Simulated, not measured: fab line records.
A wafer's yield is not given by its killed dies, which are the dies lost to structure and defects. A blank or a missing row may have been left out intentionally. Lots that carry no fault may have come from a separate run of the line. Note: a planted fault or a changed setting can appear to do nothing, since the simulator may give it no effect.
A sampling plan put to the test ; flow gf180mcu ; one fab line, 13 faults that these records tell of, each judged on the records of the lots that it struck; 1 more is left out, because the records don't allow judging it
The line's own looks make up the plan; these are the steps of the route where a gauge or inspection reads the wafer and leaves it unchanged. Where struck wafers have a number at a look and the file lists that look's usual mean and standard deviation on fault-free wafers, the look can be judged. Caught: the struck wafers' mean, at a look after the fault's first step, is 4 or more of those standard deviations (sigma) away from the usual mean. On the tool: the same test on the tool's own readings at the fault's steps. A different recipe on the struck wafers counts as caught too, as does a record blank only for those wafers.

== THE FAULTS, as the simulator had put them in ==
1. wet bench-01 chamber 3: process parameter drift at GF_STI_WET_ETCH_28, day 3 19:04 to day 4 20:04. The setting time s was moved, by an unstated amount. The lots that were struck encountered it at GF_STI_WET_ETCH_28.
2. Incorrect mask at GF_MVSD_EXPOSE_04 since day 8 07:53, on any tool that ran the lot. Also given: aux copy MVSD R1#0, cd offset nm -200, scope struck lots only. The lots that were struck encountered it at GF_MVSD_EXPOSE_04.
3. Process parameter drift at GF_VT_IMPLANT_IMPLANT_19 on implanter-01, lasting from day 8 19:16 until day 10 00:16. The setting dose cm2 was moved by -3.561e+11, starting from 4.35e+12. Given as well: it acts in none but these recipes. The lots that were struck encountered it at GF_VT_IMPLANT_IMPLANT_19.
4. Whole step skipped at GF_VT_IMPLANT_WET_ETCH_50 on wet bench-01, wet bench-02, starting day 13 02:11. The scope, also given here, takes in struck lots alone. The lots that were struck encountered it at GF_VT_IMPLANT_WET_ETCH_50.
5. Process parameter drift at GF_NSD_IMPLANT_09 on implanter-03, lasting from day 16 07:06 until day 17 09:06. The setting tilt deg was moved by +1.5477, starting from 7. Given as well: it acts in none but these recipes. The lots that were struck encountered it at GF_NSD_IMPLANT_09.
6. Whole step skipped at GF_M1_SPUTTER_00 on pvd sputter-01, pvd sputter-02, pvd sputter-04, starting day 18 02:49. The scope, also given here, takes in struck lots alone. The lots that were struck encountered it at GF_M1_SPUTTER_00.
7. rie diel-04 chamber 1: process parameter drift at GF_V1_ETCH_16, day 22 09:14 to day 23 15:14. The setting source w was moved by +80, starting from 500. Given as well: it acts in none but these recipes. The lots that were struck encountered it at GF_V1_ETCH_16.
8. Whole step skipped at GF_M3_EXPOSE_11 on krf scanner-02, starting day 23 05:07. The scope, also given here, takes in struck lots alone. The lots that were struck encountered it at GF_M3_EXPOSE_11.
9. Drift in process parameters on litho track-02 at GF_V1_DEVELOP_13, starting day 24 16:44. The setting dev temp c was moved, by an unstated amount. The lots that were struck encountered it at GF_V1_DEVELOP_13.
10. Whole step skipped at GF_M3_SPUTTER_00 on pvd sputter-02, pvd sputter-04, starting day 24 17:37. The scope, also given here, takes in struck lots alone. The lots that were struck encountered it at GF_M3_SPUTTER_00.
11. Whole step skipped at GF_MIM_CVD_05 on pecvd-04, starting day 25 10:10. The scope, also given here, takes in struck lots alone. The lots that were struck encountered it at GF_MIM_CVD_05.
12. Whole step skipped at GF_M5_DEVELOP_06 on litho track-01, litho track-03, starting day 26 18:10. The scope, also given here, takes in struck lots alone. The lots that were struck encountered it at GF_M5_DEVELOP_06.
13. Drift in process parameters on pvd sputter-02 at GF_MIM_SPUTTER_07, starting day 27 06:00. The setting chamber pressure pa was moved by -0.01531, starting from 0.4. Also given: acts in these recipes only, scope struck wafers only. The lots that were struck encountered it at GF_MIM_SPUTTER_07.

== WHAT THE PLAN SAW ==
fault;on the tool itself;first look that catches it;reading, sigma;median hours from its first step to that look;hours from the fault's start to the first struck lot there;judged looks passed uncaught
1;run length s -7.8 sigma;none of the 2 looks that can be judged after it;-;-;-;2
2;no reading that can be judged;no look after it can be judged;-;-;-;0
3;dose ions cm2 -77 sigma;not the one look that can be judged after it;-;-;-;1
4;the tool's record is blank for the struck wafers;no look after it can be judged;-;-;-;0
5;tilt deg +70 sigma;not the one look that can be judged after it;-;-;-;1
6;the tool's record is blank for the struck wafers;no look after it can be judged;-;-;-;0
7;rf fwd power W +36 sigma;not the one look that can be judged after it;-;-;-;1
8;no reading that can be judged;no look after it can be judged;-;-;-;0
9;developer temp C -8.1 sigma;no look after it can be judged;-;-;-;0
10;the tool's record is blank for the struck wafers;no look after it can be judged;-;-;-;0
11;the tool's record is blank for the struck wafers;no look after it can be judged;-;-;-;0
12;the tool's record is blank for the struck wafers;no look after it can be judged;-;-;-;0
13;chamber pressure pa -19 sigma;no look after it can be judged;-;-;-;0
Dash: fault not caught, or number not given in these records.

Caught at a look: 0 of 13. Caught on the tool: 11 of 13. By one or the other: 11 of 13.
Faults caught by the tool alone: 1, 3, 4, 5, 6, 7, 9, 10, 11, 12, 13.
Caught by neither: faults 2, 8.
